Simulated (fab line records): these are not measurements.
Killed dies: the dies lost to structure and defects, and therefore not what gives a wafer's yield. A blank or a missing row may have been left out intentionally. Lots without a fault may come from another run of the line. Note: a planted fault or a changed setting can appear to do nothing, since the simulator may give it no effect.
Commonality check across tools + flow gf180mcu + 42 wafers sampled across 12 lots

THE REASON FOR OPENING IT
2 of 12 lots carry a flag on the reading POLY_GATE_CVD_00_THK at GF_POLY_GATE_THK_MEAS_01. Fault-free wafers read 199.4 nm, with a standard deviation of 2.2.
Rule: a lot gets a flag if all its wafers with a number sit over 4 standard deviations from that mean, or if no wafer of it has a number. As for the other lots, they are considered sound.

| lot  | measured     | on            | POLY_GATE_CVD_00_THK (nm), wafer by wafer | flag    |
|------|--------------|---------------|-------------------------------------------|---------|
| L987 | day 8 13:10  | film_metro-04 | 198.6 200.3 200.0                         |         |
| L989 | day 9 03:07  | film_metro-04 | 195.7 195.8 197.5                         |         |
| L991 | day 9 17:14  | film_metro-01 | 202.2 202.7 201.1                         |         |
| L992 | day 10 00:22 | film_metro-02 | 199.3 199.3 199.1                         |         |
| L994 | day 10 13:17 | film_metro-01 | 197.4 196.8 197.4                         |         |
| L997 | day 11 14:08 | film_metro-04 | 203.1 202.2 203.8                         |         |
| L998 | day 11 17:05 | film_metro-02 | 200.9 200.1 199.8                         |         |
| L103 | day 13 04:08 | film_metro-04 | 198.0 197.2 198.3                         |         |
| L106 | day 13 23:59 | film_metro-01 | 197.9 198.6 199.0                         |         |
| L107 | day 14 06:01 | film_metro-02 | 389.7 389.5 390.8 389.8 389.8 391.2       | FLAGGED |
| L108 | day 14 17:44 | film_metro-02 | 389.5 390.4 390.5 389.8 390.2 390.2       | FLAGGED |
| L110 | day 15 04:10 | film_metro-04 | 195.1 196.0 198.1                         |         |
The numbers of the flagged lots are 390.1 nm on average: +190.7 nm against the usual, or +87 standard deviations.

LOT BY LOT: THE TOOL USED
The record keeps 1 process step preceding the reading, out of 602 steps on the route. Each cell gives the tool, then ch followed by the chambers the sampled wafers passed through, then the start.
| lot  | flag    | GF_POLY_GATE_CVD_00         |
|------|---------|-----------------------------|
| L987 |         | lpcvd-02 ch 0, day 8 11:10  |
| L989 |         | lpcvd-02 ch 0, day 9 01:07  |
| L991 |         | lpcvd-02 ch 1, day 9 15:14  |
| L992 |         | lpcvd-02 ch 1, day 9 22:22  |
| L994 |         | lpcvd-01 ch 0, day 10 11:58 |
| L997 |         | lpcvd-01 ch 0, day 11 12:47 |
| L998 |         | lpcvd-01 ch 0, day 11 15:44 |
| L103 |         | lpcvd-02 ch 1, day 13 02:49 |
| L106 |         | lpcvd-02 ch 1, day 13 22:38 |
| L107 | FLAGGED | lpcvd-02 ch 1, day 14 04:40 |
| L108 | FLAGGED | lpcvd-02 ch 1, day 14 16:25 |
| L110 |         | lpcvd-01 ch 1, day 15 02:49 |
What is done by these steps:
- GF_POLY_GATE_CVD_00: deposits poly-Si, target thk 200 nm, time 1200 s.
- GF_POLY_GATE_THK_MEAS_01

FLAGGED OVER TOTAL, TOOL BY TOOL (the gauges that took the reading come last)
| step                     | tool          | lots run | flagged | share of the flagged lots | sound lots run after its first flagged lot |
|--------------------------|---------------|----------|---------|---------------------------|--------------------------------------------|
| GF_POLY_GATE_CVD_00      | lpcvd-01      | 4        | 0       | none                      | -                                          |
| GF_POLY_GATE_CVD_00      | lpcvd-02      | 8        | 2       | all                       | 0                                          |
| GF_POLY_GATE_THK_MEAS_01 | film_metro-01 | 3        | 0       | none                      | -                                          |
| GF_POLY_GATE_THK_MEAS_01 | film_metro-02 | 4        | 2       | all                       | 0                                          |
| GF_POLY_GATE_THK_MEAS_01 | film_metro-04 | 5        | 0       | none                      | -                                          |

WHAT THE TABLE PERMITS
Rows of the table that ran all the flagged lots, 2 in number: lpcvd-02 at GF_POLY_GATE_CVD_00; film_metro-02 at GF_POLY_GATE_THK_MEAS_01.
- lpcvd-02 at GF_POLY_GATE_CVD_00 ran 8 lots, 2 of them flagged. A fault beginning between L106 (day 13 22:38), its last sound lot, and L107 (day 14 04:40), its first flagged one, fits the data. Its own readings (spike_tc_bottom_C, spike_tc_centre_C, spike_tc_lower_C, spike_tc_top_C, spike_tc_upper_C, susceptor_temp_C, zone_power_lower_pct) fall more than 4 standard deviations out on all wafers of the flagged lots.
- film_metro-02 at GF_POLY_GATE_THK_MEAS_01 ran 4 lots, 2 of them flagged. A fault beginning between L998 (day 11 17:05), its last sound lot, and L107 (day 14 06:01), its first flagged one, fits the data.
Counting lots can't tell these 2 tools apart, because each fits a fault that began at some hour. More lots, or a look at what each step does to the wafer, might.

WHAT THE SIMULATOR PUT IN
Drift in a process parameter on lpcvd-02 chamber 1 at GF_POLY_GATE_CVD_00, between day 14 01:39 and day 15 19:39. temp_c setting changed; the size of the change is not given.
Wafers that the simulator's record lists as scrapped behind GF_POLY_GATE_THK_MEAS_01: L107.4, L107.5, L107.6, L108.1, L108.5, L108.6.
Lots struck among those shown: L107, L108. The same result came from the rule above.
